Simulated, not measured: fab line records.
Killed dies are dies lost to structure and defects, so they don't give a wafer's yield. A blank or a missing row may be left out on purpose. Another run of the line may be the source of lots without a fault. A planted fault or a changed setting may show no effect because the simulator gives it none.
Chamber matching || flow sky130 || 4 sister chambers for SKY_LI_CONTACT_CMP_24 on cmp-02
The step polishes, stops on PSG, t overpolish 20 s, target thk 0 nm. 8 wafers are shown with their chamber, then 7 later ones without.

EACH WAFER AND ITS CHAMBER
{"wafer": "L588.3", "chamber": 3, "motor_current_A (A)": 10.1, "overpolish_run_s (s)": 20.002}
{"wafer": "L591.3", "chamber": 3, "motor_current_A (A)": 10.6, "overpolish_run_s (s)": 20.008}
{"wafer": "L593.3", "chamber": 2, "motor_current_A (A)": 10.0, "overpolish_run_s (s)": 19.995}
{"wafer": "L594.2", "chamber": 0, "motor_current_A (A)": 10.8, "overpolish_run_s (s)": 19.995}
{"wafer": "L594.5", "chamber": 1, "motor_current_A (A)": 10.7, "overpolish_run_s (s)": 19.992}
{"wafer": "L594.6", "chamber": 0, "motor_current_A (A)": 12.1, "overpolish_run_s (s)": 19.991}
{"wafer": "L597.1", "chamber": 1, "motor_current_A (A)": 10.3, "overpolish_run_s (s)": 20.008}
{"wafer": "L597.2", "chamber": 2, "motor_current_A (A)": 9.5, "overpolish_run_s (s)": 19.996}

WAFERS MISSING THEIR CHAMBER
{"wafer": "L597.3", "motor_current_A (A)": 10.6, "overpolish_run_s (s)": 19.992}
{"wafer": "L598.1", "motor_current_A (A)": 11.4, "overpolish_run_s (s)": 19.997}
{"wafer": "L598.3", "motor_current_A (A)": 11.1, "overpolish_run_s (s)": 19.996}
{"wafer": "L598.4", "motor_current_A (A)": 10.1, "overpolish_run_s (s)": 20.002}
{"wafer": "L599.1", "motor_current_A (A)": 10.5, "overpolish_run_s (s)": 20.006}
{"wafer": "L599.3", "motor_current_A (A)": 11.6, "overpolish_run_s (s)": 20.013}
{"wafer": "L599.6", "motor_current_A (A)": 9.8, "overpolish_run_s (s)": 20.002}

THE CHAMBER EACH PASSED THROUGH
{"wafer": "L597.3", "from the rows above": "can't be placed: 1 or 0 or 2 or 3", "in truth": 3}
{"wafer": "L598.1", "from the rows above": "can't be placed: 0 or 1 or 3", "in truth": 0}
{"wafer": "L598.3", "from the rows above": "can't be placed: 0 or 1 or 3 or 2", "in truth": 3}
{"wafer": "L598.4", "from the rows above": "can't be placed: 3 or 1 or 2", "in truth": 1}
{"wafer": "L599.1", "from the rows above": "can't be placed: 3 or 1 or 2", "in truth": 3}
{"wafer": "L599.3", "from the rows above": "can't be placed: 3 or 1 or 0 or 2", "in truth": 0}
{"wafer": "L599.6", "from the rows above": "can't be placed: 2 or 3 or 1", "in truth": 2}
0 of 7 placed correctly. Cannot be placed on the basis of these rows: 7; the candidates contain the true chamber in 7. Placed wrongly: 0.
How it was worked out, from the rows above alone: a wafer's distance from a chamber is the root of the sum, over the readings, of the square of ((its reading less the chamber's mean) divided by the reading's scatter). If the next closest chamber is less than 2 further off than the closest, the wafer can't be placed; otherwise it belongs to the closest. The mean given for a chamber averages the wafers shown for that chamber. The scatter: take each reading less its chamber's mean, square it, sum over the shown wafers, divide by the number of wafers less the number of chambers, and take the root.
